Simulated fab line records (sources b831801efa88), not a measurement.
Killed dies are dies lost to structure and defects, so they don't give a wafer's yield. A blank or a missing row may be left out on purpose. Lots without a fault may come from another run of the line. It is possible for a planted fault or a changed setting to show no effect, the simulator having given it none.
fab line records -- flow sfqLine
[record] lots = 16, wafers = 48, lastDay = 90
route steps=325 shown M1@65
lots untouched by any fault: they come from a run of this same line in which no faults occurred
startH: start of the lot's first displayed wafer, in hours after the record's first day -- waitH: hours from the lot's prior step to this one -- " as in the row above -- L1.1+2: several wafers, shown together as one row -- - no value, or no start was given -- * or withheld: withheld -- < > ~ a bound
route shown NAME@n: a module of which the file shows steps, and the number in the route of the first -- usual: the fault-free wafers' mean and standard deviation -- same: alike in all rows -- chamber/n: place in a boat -- sites: each site's reading -- _std_site: their standard deviation -- _edge_site: mean of outer sites minus mean of inner sites -- radiusMm: how far each site lies from the wafer's centre -- mask NAME#n: copy n -- behind: the most recent tool/chamber to have shaped the wafer -- hold: what put the lot on hold/how long, in hours/how the hold closed -- device: the transistor (n, p or np) that didn't switch -- end of line: at the end of the route, the tests of the same wafers -- a step given without rows: its recipe and nothing more -- killed: not the wafer's yield, but the dies lost to structure and defects at the first sort -- map: per-die view of a wafer (x killed, . not killed, _ where there is no die)
set.NAME: the setting the step ran with; set.NAME@STEP: the setting that earlier step ran with -- model.NAME: the simulator's own value behind a step, which no gauge read
route steps across a sampled set of lots; one table per step, one row per wafer
services: a tool's chamber out of use, with start hour (startH, from the record's first day; less than 0 if before it), hours out, and reason
[[steps]]
[step SFQ_TRILAYER_M1_LITHO_EXPOSE_040]
[recipe] maskId = M1, na = 0.6, sourceShape = conventional, sigmaOuter = 0.65, targetCdNm = 500, doseMj = 14.4
[usual] exposureDoseMJCm2 = 14.399/0.017
lot.wafer,tool,chamber,startH,waitH,mask,exposureDoseMJCm2
L561.2,krfScanner-02,0,480.72,-,M1#0,14.398
L561.3,krfScanner-02,0,480.72,-,M1#0,14.395
L561.6,krfScanner-02,0,480.72,-,M1#0,14.395
L562.1,krfScanner-02,0,486.52,-,M1#0,14.402
L562.3,krfScanner-02,0,486.52,-,M1#0,14.373
L562.4,krfScanner-02,0,486.52,-,M1#0,14.394
L563.2,krfScanner-01,0,504.09,-,M1#0,14.403
L563.3,krfScanner-01,0,504.09,-,M1#0,14.408
L563.6,krfScanner-01,0,504.09,-,M1#0,14.428
L564.2,krfScanner-02,0,510.72,-,M1#0,14.405
L564.5,krfScanner-02,0,510.72,-,M1#0,14.398
L564.6,krfScanner-02,0,510.72,-,M1#0,14.402
L565.4,krfScanner-02,0,518.32,-,M1#0,14.420
L565.5,krfScanner-02,0,518.32,-,M1#0,14.385
L565.6,krfScanner-02,0,518.32,-,M1#0,14.393
L566.1,krfScanner-01,0,536.39,-,M1#0,14.425
L566.3,krfScanner-01,0,536.39,-,M1#0,14.416
L566.4,krfScanner-01,0,536.39,-,M1#0,14.389
L567.1,krfScanner-02,0,572.39,-,M1#0,14.371
L567.3,krfScanner-02,0,572.39,-,M1#0,14.358
L567.4,krfScanner-02,0,572.39,-,M1#0,14.392
L568.1,krfScanner-02,0,585.59,-,M1#0,14.408
L568.2,krfScanner-02,0,585.59,-,M1#0,14.409
L568.5,krfScanner-02,0,585.59,-,M1#0,14.401
L569.1,krfScanner-01,0,592.25,-,M1#0,14.409
L569.4,krfScanner-01,0,592.25,-,M1#0,14.393
L569.5,krfScanner-01,0,592.25,-,M1#0,14.408
L571.2,krfScanner-01,0,617.77,-,M1#0,14.389
L571.3,krfScanner-01,0,617.77,-,M1#0,14.397
L571.5,krfScanner-01,0,617.77,-,M1#0,14.396
L572.3,krfScanner-01,0,619.17,-,M1#0,14.414
L572.4,krfScanner-01,0,619.17,-,M1#0,14.426
L572.5,krfScanner-01,0,619.17,-,M1#0,14.398
L573.2,krfScanner-01,0,620.17,-,M1#0,14.364
L573.3,krfScanner-01,0,620.17,-,M1#0,14.382
L573.4,krfScanner-01,0,620.17,-,M1#0,14.363
L574.1,krfScanner-01,0,621.17,-,M1#0,14.858
L574.2,krfScanner-01,0,621.17,-,M1#0,14.856
L574.4,krfScanner-01,0,621.17,-,M1#0,14.864
L575.1,krfScanner-01,0,622.37,-,M1#0,14.841
L575.3,krfScanner-01,0,622.37,-,M1#0,14.842
L575.4,krfScanner-01,0,622.37,-,M1#0,14.846
L576.2,krfScanner-01,0,623.77,-,M1#0,14.864
L576.3,krfScanner-01,0,623.77,-,M1#0,14.859
L576.5,krfScanner-01,0,623.77,-,M1#0,14.849
L577.3,krfScanner-01,0,625.17,-,M1#0,14.830
L577.4,krfScanner-01,0,625.17,-,M1#0,14.847
L577.5,krfScanner-01,0,625.17,-,M1#0,14.823
[[services]]
tool,chamber,startH,hours,kind
krfScanner-01,-,458.73,2.6,repair
krfScanner-02,-,498.52,4.4,pm
krfScanner-02,-,505.30,4.0,pm
krfScanner-01,-,509.89,1.3,pm
krfScanner-02,-,527.84,1.0,pm
krfScanner-02,-,537.21,0.8,pm
krfScanner-01,-,547.19,1.0,pm
krfScanner-01,-,555.96,1.6,repair
krfScanner-02,-,589.73,0.3,repair
krfScanner-01,-,601.85,0.8,pm
krfScanner-02,-,612.78,3.6,pm
krfScanner-02,-,625.11,1.3,pm
[[key]]
[firstSign] step = SFQ_TRILAYER_M1_LITHO_EXPOSE_040, reading = exposureDoseMJCm2, direction = up, sigmas = 26, usual = 14.399, struck = 14.848
effect none on later readings
metAt SFQ_TRILAYER_M1_LITHO_EXPOSE_040
struckLots L574,L575,L576,L577
[fault] kind = processParameterDrift, tool = krfScanner-01, chamber = -, onsetH = 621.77, steps = SFQ_TRILAYER_M1_LITHO_EXPOSE_040, channel = doseMj, offset = 0.43364, shape = step, actsIn = theseRecipesOnly, stated = 14.4
